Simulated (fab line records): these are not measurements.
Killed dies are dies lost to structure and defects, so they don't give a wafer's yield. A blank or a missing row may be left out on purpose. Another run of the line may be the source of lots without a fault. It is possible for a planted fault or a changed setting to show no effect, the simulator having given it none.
Check for tools in common | flow sfq_line | 14 lots, 42 wafers sampled

## WHY IT WAS OPENED
2 of 14 lots carry a flag on the reading M0_NB_RS at SFQ_M0_RS_MEAS_904. No-fault wafers: 0.891 ohm/sq, standard deviation 0.0078.
Rule: flag the lot when none of its wafers has a number, or when each of its wafers that has one lies beyond 4 standard deviations from that mean. The rest of the lots are taken to be sound.

lot  | measured     | on            | M0_NB_RS (ohm/sq), wafer by wafer | flag
L270 | day 9 12:50  | film_metro-01 | 0.870 0.872 0.873                 |
L271 | day 9 20:00  | film_metro-04 | 0.885 0.887 0.880                 |
L272 | day 9 23:40  | film_metro-04 | 0.905 0.896 0.905                 |
L273 | day 10 04:32 | film_metro-03 | 0.890 0.896 0.889                 |
L274 | day 10 06:58 | film_metro-03 | 0.887 0.883 0.889                 |
L275 | day 10 14:52 | film_metro-01 | 0.886 0.882 0.889                 |
L277 | day 10 22:50 | film_metro-04 | 0.895 0.899 0.898                 |
L278 | day 11 01:15 | film_metro-01 | 0.897 0.897 0.893                 |
L280 | day 11 11:52 | film_metro-03 | 0.905 0.900 0.893                 |
L284 | day 12 22:48 | film_metro-03 | 0.894 0.890 0.888                 |
L285 | day 13 06:01 | film_metro-03 | 1.330 1.323 1.326                 | FLAGGED
L286 | day 13 16:47 | film_metro-01 | 0.894 0.888 0.891                 |
L287 | day 13 17:59 | film_metro-03 | 1.324 1.288 1.294                 | FLAGGED
L292 | day 15 20:08 | film_metro-03 | 0.878 0.905 0.892                 |
The mean of the flagged lots' numbers is 1.314 ohm/sq, +0.423 ohm/sq from the usual (+54 standard deviations).

## EACH LOT AND THE TOOL IT RAN ON
The record holds 1 process step before the reading, out of a route of 325 steps. Cell contents, in order: the tool; ch with the chambers the sampled wafers went through; the start.
lot  | flag    | SFQ_TRILAYER_M0_DEP_SPUTTER_019
L270 |         | pvd_sputter-05, day 9 12:43
L271 |         | pvd_sputter-05, day 9 19:55
L272 |         | pvd_sputter-03, day 9 23:31
L273 |         | pvd_sputter-03, day 10 04:26
L274 |         | pvd_sputter-04, day 10 06:50
L275 |         | pvd_sputter-04, day 10 14:46
L277 |         | pvd_sputter-05, day 10 22:44
L278 |         | pvd_sputter-04, day 11 01:08
L280 |         | pvd_sputter-04, day 11 11:46
L284 |         | pvd_sputter-03, day 12 22:41
L285 | FLAGGED | pvd_sputter-04, day 13 05:53
L286 |         | pvd_sputter-03, day 13 16:41
L287 | FLAGGED | pvd_sputter-04, day 13 17:54
L292 |         | pvd_sputter-03, day 15 20:01
What is done by these steps:
- SFQ_TRILAYER_M0_DEP_SPUTTER_019: material Nb, target thk 200 nm, time 133.3 s.
- SFQ_M0_RS_MEAS_904: measures by four-point-probe.

## FLAGGED AGAINST TOTAL, ONE TOOL AT A TIME (gauges that did the reading follow at the end)
step                            | tool           | lots run | flagged | share of the flagged lots | sound lots run after its first flagged lot
SFQ_TRILAYER_M0_DEP_SPUTTER_019 | pvd_sputter-03 | 5        | 0       | none                      | -
SFQ_TRILAYER_M0_DEP_SPUTTER_019 | pvd_sputter-04 | 6        | 2       | all                       | 0
SFQ_TRILAYER_M0_DEP_SPUTTER_019 | pvd_sputter-05 | 3        | 0       | none                      | -
SFQ_M0_RS_MEAS_904              | film_metro-01  | 4        | 0       | none                      | -
SFQ_M0_RS_MEAS_904              | film_metro-03  | 7        | 2       | all                       | 1 (L292)
SFQ_M0_RS_MEAS_904              | film_metro-04  | 3        | 0       | none                      | -

## WHAT IS ALLOWED BY THE TABLE
Rows of the table that ran all the flagged lots, 2 in number: pvd_sputter-04 at SFQ_TRILAYER_M0_DEP_SPUTTER_019; film_metro-03 at SFQ_M0_RS_MEAS_904.
- pvd_sputter-04 at SFQ_TRILAYER_M0_DEP_SPUTTER_019 ran 6 lots, 2 of them flagged. Its last sound lot is L280 (day 11 11:46), its first flagged lot L285 (day 13 05:53): a fault that began between those two fits.
- film_metro-03 at SFQ_M0_RS_MEAS_904 ran 7 lots, 2 of them flagged. Sound lots ran on it after the first flagged one (L292), which a lasting fault on the whole tool wouldn't allow.
One tool is left: pvd_sputter-04 at SFQ_TRILAYER_M0_DEP_SPUTTER_019.

## WHAT HAD BEEN PUT IN BY THE SIMULATOR
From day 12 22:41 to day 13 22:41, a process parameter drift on pvd_sputter-04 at SFQ_TRILAYER_M0_DEP_SPUTTER_019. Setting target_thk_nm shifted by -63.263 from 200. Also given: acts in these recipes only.
Shown lots that were struck: L285, L287. This agrees with what the rule above found.
